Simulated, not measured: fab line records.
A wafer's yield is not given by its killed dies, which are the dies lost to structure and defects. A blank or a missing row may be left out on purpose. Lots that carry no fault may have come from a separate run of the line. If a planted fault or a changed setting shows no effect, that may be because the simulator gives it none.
fab line records	flow sky130	part 2 of 2: steps 31 to 42 of 42
[record] lots = 5	wafers = 15	last-day = 50
route steps=708 shown FIELD_ISO@26 NWELL@32 DNWELL@35 PWDE@45
lots untouched by any fault: they come from a run of this same line in which no faults occurred
start-h: the number of hours between the record's first day and the start of the first shown wafer of the lot	wait-h: hours from the lot's prior step to this one	" the same as in the row above	L1.1+2: one row covering several wafers at once	- no value present, or no start provided	* or withheld: withheld	< > ~ a bound
route shown NAME@n: names a module that has steps shown in the file, with the first one's number in the route	usual: average and standard deviation across the fault-free wafers	same: alike in all rows	chamber/n: place in a boat	sites: per-site readings	_std_site: standard deviation of those values	_edge_site: the outer-site mean with the inner-site mean subtracted	radius-mm: for every site, how far away it sits from the centre of the wafer	mask NAME#n: copy n	behind: the most recent tool/chamber to have shaped the wafer	hold: cause of the lot's hold/its duration in hours/its outcome	device: the n, p or np transistor that did not switch	end of line: the same wafers' tests at the end of the route	a step without rows: its recipe alone	killed: dies lost to structure and defects at the first sort, not the wafer's yield	map: dies across one wafer; x = killed, . = not, _ = none there
set.NAME: the setting as run; set.NAME@STEP: as run at that earlier step	model.NAME: the simulator's own value behind a step, which no gauge read
certain route steps with their lots: each step a table, each wafer a row
services: when a tool's chamber went out of use (start-h, in hours from the record's first day, below 0 if earlier), for how many hours, and the reason
[[steps]]
[step SKY_NWELL_DEHYDRATE_03]
[recipe] temp-c = 200	time-s = 60
[usual] plate-temp-C = 200.00/0.16
lot.wafer	tool	chamber	start-h	wait-h	plate-temp-C
L076.1	litho-track-02	0	84.79	7.8	200.30
L076.3	"	0	"	"	200.16
L076.6	"	0	"	"	200.13
L077.1	litho-track-01	0	89.67	7.7	200.00
L077.2	"	0	"	"	199.94
L077.3	"	0	"	"	200.00
L078.2	litho-track-02	0	100.06	7.6	199.72
L078.4	"	0	"	"	199.79
L078.5	"	0	"	"	200.01
L087.3	litho-track-02	0	151.44	9.4	200.23
L087.4	"	0	"	"	200.13
L087.5	"	0	"	"	199.96
L097.1	litho-track-01	0	209.92	10.1	200.14
L097.4	"	0	"	"	200.19
L097.5	"	0	"	"	199.87
[step SKY_NWELL_HMDS_04]
[recipe] prime-time-s = 60	prime-temp-c = 120
lot.wafer	tool	chamber	start-h	wait-h
L076.1+3+6	litho-track-02	0	84.94	0.1
L077.1+2+3	litho-track-01	0	89.82	0.1
L078.2+4+5	litho-track-02	0	100.21	0.1
L087.3+4+5	litho-track-02	0	151.59	0.1
L097.1+4+5	litho-track-01	0	210.07	0.1
[step SKY_NWELL_COAT_05]
[recipe] spin-rpm = 2000	resist-thk-nm = 3000
lot.wafer	tool	chamber	start-h	wait-h
L076.1+3+6	litho-track-02	0	85.09	0.1
L077.1+2+3	litho-track-01	0	89.97	0.1
L078.2+4+5	litho-track-02	0	100.36	0.1
L087.3+4+5	litho-track-02	0	151.74	0.1
L097.1+4+5	litho-track-01	0	210.22	0.1
[step SKY_NWELL_SOFTBAKE_06]
[recipe] temp-c = 110	time-s = withheld
[usual] plate-temp-C = 109.98/0.13
lot.wafer	tool	chamber	start-h	wait-h	plate-temp-C
L076.1	litho-track-02	0	85.24	0.1	110.19
L076.3	"	0	"	"	109.90
L076.6	"	0	"	"	110.10
L077.1	litho-track-01	0	90.12	0.1	110.03
L077.2	"	0	"	"	109.96
L077.3	"	0	"	"	109.76
L078.2	litho-track-02	0	100.52	0.1	110.07
L078.4	"	0	"	"	109.94
L078.5	"	0	"	"	110.20
L087.3	litho-track-02	0	151.90	0.1	109.97
L087.4	"	0	"	"	109.99
L087.5	"	0	"	"	109.91
L097.1	litho-track-01	0	210.37	0.1	110.06
L097.4	"	0	"	"	110.06
L097.5	"	0	"	"	109.99
[step SKY_NWELL_EXPOSE_07]
[recipe] mask-id = NWM	na = 0.6	source-shape = conventional	sigma-outer = 0.6	polarization = unpolarized	target-cd-nm = 840	dose-mj = 255
[usual] reticle-temp-C = 23.00/0.1
lot.wafer	tool	chamber	start-h	wait-h	mask	reticle-temp-C
L076.1	iline-stepper-02	0	-	-	NWM#0	23.01
L076.3	"	0	"	"	NWM#0	22.94
L076.6	"	0	"	"	NWM#0	22.84
L077.1	iline-stepper-01	0	-	-	NWM#0	22.85
L077.2	"	0	"	"	NWM#0	23.15
L077.3	"	0	"	"	NWM#0	23.02
L078.2	iline-stepper-02	0	-	-	NWM#0	22.98
L078.4	"	0	"	"	NWM#0	22.82
L078.5	"	0	"	"	NWM#0	22.89
L087.3	iline-stepper-01	0	-	-	NWM#0	22.81
L087.4	"	0	"	"	NWM#0	22.92
L087.5	"	0	"	"	NWM#0	22.85
L097.1	iline-stepper-02	0	-	-	NWM#0	22.96
L097.4	"	0	"	"	NWM#0	22.99
L097.5	"	0	"	"	NWM#0	23.21
[step SKY_NWELL_PEB_08]
[recipe] temp-c = 115	time-s = withheld
[usual] plate-temp-C = 114.99/0.13
lot.wafer	tool	chamber	start-h	wait-h	plate-temp-C
L076.1	litho-track-01	0	-	-	114.94
L076.3	"	0	"	"	114.85
L076.6	"	0	"	"	114.88
L077.1	litho-track-01	0	-	-	114.91
L077.2	"	0	"	"	115.03
L077.3	"	0	"	"	114.99
L078.2	litho-track-04	0	-	-	114.97
L078.4	"	0	"	"	114.99
L078.5	"	0	"	"	114.97
L087.3	litho-track-04	0	-	-	114.75
L087.4	"	0	"	"	115.05
L087.5	"	0	"	"	114.89
L097.1	litho-track-04	0	-	-	115.25
L097.4	"	0	"	"	115.02
L097.5	"	0	"	"	114.78
[step SKY_NWELL_DEVELOP_09]
[recipe] wall-angle-deg = 90	developer = TMAH	develop-time-s = 60	dev-temp-c = 23
lot.wafer	tool	chamber	start-h	wait-h
L076.1+3+6	litho-track-01	0	-	-
L077.1+2+3	litho-track-01	0	-	-
L078.2+4+5	litho-track-04	0	-	-
L087.3+4+5	litho-track-04	0	-	-
L097.1+4+5	litho-track-04	0	-	-
[step SKY_NWELL_OVL_MEAS_10]
[usual] NWELL_00_OVL = 0.0/1.4
lot.wafer	tool	chamber	start-h	wait-h	NWELL_00_OVL[nm]
L076.1	overlay-02	-	94.37	-	0.4
L076.3	"	-	"	"	-0.3
L076.6	"	-	"	"	1.4
L077.1	overlay-01	-	98.82	-	-0.2
L077.2	"	-	"	"	2.8
L077.3	"	-	"	"	0.8
L078.2	overlay-02	-	109.71	-	2.0
L078.4	"	-	"	"	0.0
L078.5	"	-	"	"	-1.9
L087.3	overlay-02	-	161.71	-	-0.1
L087.4	"	-	"	"	3.1
L087.5	"	-	"	"	1.7
L097.1	overlay-01	-	221.70	-	-1.4
L097.4	"	-	"	"	-2.0
L097.5	"	-	"	"	0.2
[step SKY_NWELL_IMPLANT_11]
[recipe] species = P	energy-kev = 400	dose-cm2 = 1.9e+13	tilt-deg = withheld
lot.wafer	tool	chamber	start-h	wait-h
L076.1+3+6	implanter-01	0	94.41	0.0
L077.1+2+3	implanter-03	0	98.86	0.0
L078.2+4+5	implanter-02	0	109.76	0.0
L087.3+4+5	implanter-03	0	161.79	0.1
L097.1+4+5	implanter-02	0	221.74	0.0
[step SKY_NWELL_IMPLANT_12]
[recipe] species = P	energy-kev = 120	dose-cm2 = 1.3e+12	tilt-deg = withheld
lot.wafer	tool	chamber	start-h	wait-h
L076.1+3+6	implanter-01	0	94.56	0.1
L077.1+2+3	implanter-03	0	99.01	0.1
L078.2+4+5	implanter-02	0	109.91	0.1
L087.3+4+5	implanter-03	0	161.94	0.1
L097.1+4+5	implanter-02	0	221.89	0.1
[step SKY_NWELL_IMPLANT_13]
[recipe] species = P	energy-kev = 50	dose-cm2 = 7e+11	tilt-deg = withheld
lot.wafer	tool	chamber	start-h	wait-h
L076.1+3+6	implanter-01	0	94.71	0.1
L077.1+2+3	implanter-03	0	99.16	0.1
L078.2+4+5	implanter-02	0	110.06	0.1
L087.3+4+5	implanter-03	0	162.09	0.1
L097.1+4+5	implanter-02	0	222.04	0.1
[step SKY_NWELL_STRIP_14]
[recipe] chemistry = O2/N2	power-w = 1400	pressure-mtorr = 1500	platen-temp-c = withheld	o2-flow-sccm = 3000	n2-flow-sccm = 300	overash-fraction = 0.5
[usual] drypump-motor-current-A = 5.8/0.34	oes-product-au = 0.723/0.0045	strip-time-to-endpoint-s = 36.94/0.081
lot.wafer	tool	chamber	start-h	wait-h	drypump-motor-current-A	oes-product-au	rf-hours-counter-h	strip-time-to-endpoint-s
L076.1	plasma-asher-04	0	94.86	0.1	5.7	0.723	40	36.98
L076.3	"	0	"	"	5.7	0.731	-	37.06
L076.6	"	0	"	"	5.7	0.720	-	36.90
L077.1	plasma-asher-01	0	99.31	0.1	5.4	0.720	30	37.03
L077.2	"	1	"	"	6.2	0.725	30	36.92
L077.3	"	1	"	"	6.2	0.722	-	36.98
L078.2	plasma-asher-02	0	110.19	0.1	5.3	0.728	41	36.97
L078.4	"	1	"	"	5.4	0.723	-	36.97
L078.5	"	0	"	"	5.3	0.724	-	36.98
L087.3	plasma-asher-01	1	162.22	0.1	6.2	0.718	-	36.93
L087.4	"	0	"	"	5.4	0.720	-	36.87
L087.5	"	1	"	"	6.2	0.721	-	36.96
L097.1	plasma-asher-04	1	222.19	0.1	6.1	0.722	53	36.84
L097.4	"	1	"	"	6.1	0.723	-	36.85
L097.5	"	1	"	"	6.1	0.730	-	36.96
[[services]]
tool	chamber	start-h	hours	kind
implanter-02	-	16.49	2.1	repair
cmp-01	-	26.44	5.5	pm
implanter-02	-	45.95	3.2	repair
implanter-01	-	58.10	3.7	repair
cmp-01	-	77.50	9.7	pm
iline-stepper-02	-	93.76	1.7	pm
iline-stepper-02	-	105.61	3.1	repair
plasma-asher-03	-	108.75	9.0	pm
implanter-01	-	108.82	2.7	pm
cmp-01	-	111.11	1.2	repair
implanter-01	-	111.53	3.6	pm
cmp-01	-	112.03	2.6	repair
plasma-asher-01	-	115.77	0.7	repair
iline-stepper-01	-	125.50	1.7	pm
plasma-asher-02	-	126.79	0.8	repair
plasma-asher-03	-	126.83	28.1	pm
cmp-01	-	132.49	20.5	repair
furnace-01	-	149.71	5.8	repair
implanter-02	-	164.35	4.3	repair
implanter-03	-	167.57	2.7	pm
cmp-01	-	172.43	1.0	repair
furnace-02	-	175.43	3.7	pm
furnace-01	-	195.90	3.2	pm
implanter-03	-	206.38	21.5	pm
